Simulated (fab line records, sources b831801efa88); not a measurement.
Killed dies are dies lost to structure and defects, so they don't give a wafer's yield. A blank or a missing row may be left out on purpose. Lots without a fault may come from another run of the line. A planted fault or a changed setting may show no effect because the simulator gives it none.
A struck lot beside a sound one | flow sky130 | 15 steps out of a route of 708
Sound: wafers L673.3, L673.4, L673.6. Struck: wafers L671.1, L671.4, L671.5. The cause comes at the end.
At each step with rows: each side's tool, then ch and its chambers, then its first start. Under that, the readings that differ: sound wafers | struck wafers | difference of the means | sigmas: that difference in standard deviations of wafers without a fault.
alike: readings whose means differ by less than 2 such deviations, and words and numbers that are the same on both sides. not compared: withheld readings, readings that some wafer has no value for, bounds like >300 that may hide the same value, and numbers for which the record gives no deviation and whose values overlap.
The two part at a step that has a row with sigmas, a row that says differs or no value, or rows on one side only. Numbers that don't overlap but have no deviation are shown without sigmas and don't part them. A reading that every wafer of one side lacks parts them only if that side has two wafers or more.

first, 1 step without rows for these wafers: SKY_FIELD_ISO_DEVELOP_12 (develop time 60 s).
SKY_FIELD_ISO_CD_MEAS_13: target cd 150 nm.
  sound on cd_sem-02, day 4 18:49; struck on cd_sem-02, day 4 07:56
  alike: cd_nm
SKY_FIELD_ISO_ETCH_14: etches BARC in N2/H2, stops on SiO2, time 45.9 s, target depth 60 nm.
  sound on rie_diel-01 ch 0,1, day 4 18:53; struck on rie_diel-03 ch 0,2, day 4 08:04
  alike: drypump_motor_current_A, n2_flow_sccm, oes_product_au, throttle_valve_pct
  not compared: rf_hours_counter_h
SKY_FIELD_ISO_ETCH_15: etches the open film in CHF3/O2, stops on Si, target depth 180 nm, time 72 s.
  sound on rie_diel-01 ch 0,1, day 4 18:56; struck on rie_diel-03 ch 0,2, day 4 08:06
  alike: drypump_motor_current_A, oes_product_au, throttle_valve_pct
  not compared: rf_hours_counter_h
SKY_FIELD_ISO_STRIP_16: strips in O2/N2.
  sound on plasma_asher-01 ch 0,1, day 4 19:01; struck on plasma_asher-01 ch 0,1, day 4 08:10
  alike: drypump_motor_current_A, n2_flow_sccm, oes_product_au, strip_time_to_endpoint_s
  not compared: rf_hours_counter_h
SKY_FIELD_ISO_ETCH_17: etches Si in HBr/Cl2/O2, target depth 342 nm, time 97.7 s.
  sound on rie_si-01 ch 0,1,2, day 4 19:05; struck on rie_si-01 ch 0,2,3, day 4 08:16
  alike: HBr_flow_sccm, drypump_motor_current_A, mfc_cl2_sccm, oes_product_au, throttle_valve_pct
  not compared: rf_hours_counter_h
then, 5 steps without rows for these wafers: SKY_FIELD_ISO_WET_ETCH_18 (etches Si3N4 in H3PO4, target depth 25 nm, time 279.4 s); SKY_FIELD_ISO_CLEAN_19 (cleans in SC1/SC2, time 150 s); SKY_FIELD_ISO_CLEAN_20 (cleans in dHF, time 20 s); SKY_FIELD_ISO_WET_ETCH_21 (etches SiO2 in dHF, target depth 20 nm, time 400 s); SKY_FIELD_ISO_OXIDATION_22 (stabilise 600 s, purge 300 s, target thk 10 nm).
SKY_FIELD_ISO_THK_MEAS_23:
  sound on film_metro-01, day 4 21:04; struck on film_metro-01, day 4 10:32
  alike: FIELD_ISO_OXIDATION_01_THK
SKY_FIELD_ISO_CVD_24: deposits SiO2, target thk 595 nm, time 99.2 s.
  sound on hdpcvd-01 ch 0,1,2, day 4 21:06; struck on hdpcvd-02 ch 0,2, day 4 10:35
  reading                | sound             | struck            | difference | sigmas
  pressure_mtorr (mTorr) | 5.997 5.993 6.017 | 4.813 4.793 4.788 | -1.204     | -86
SKY_FIELD_ISO_THK_MEAS_25:
  sound on film_metro-03, day 4 21:11; struck on film_metro-03, day 4 10:40
  alike: FIELD_ISO_CVD_24_THK
SKY_PAD_OPEN_PROBE_99:
  the record has rows for the sound wafers here (prober-02, day 49 03:40) and none for the struck ones

WHERE THEY PART
First at SKY_FIELD_ISO_CVD_24; last, within this record, at SKY_PAD_OPEN_PROBE_99.

WHY: what the simulator had put in
Process parameter drift: hdpcvd-02, from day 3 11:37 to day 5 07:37, at SKY_FIELD_ISO_CVD_24. Setting pressure_mtorr, moved by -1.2, from 6. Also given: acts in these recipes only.
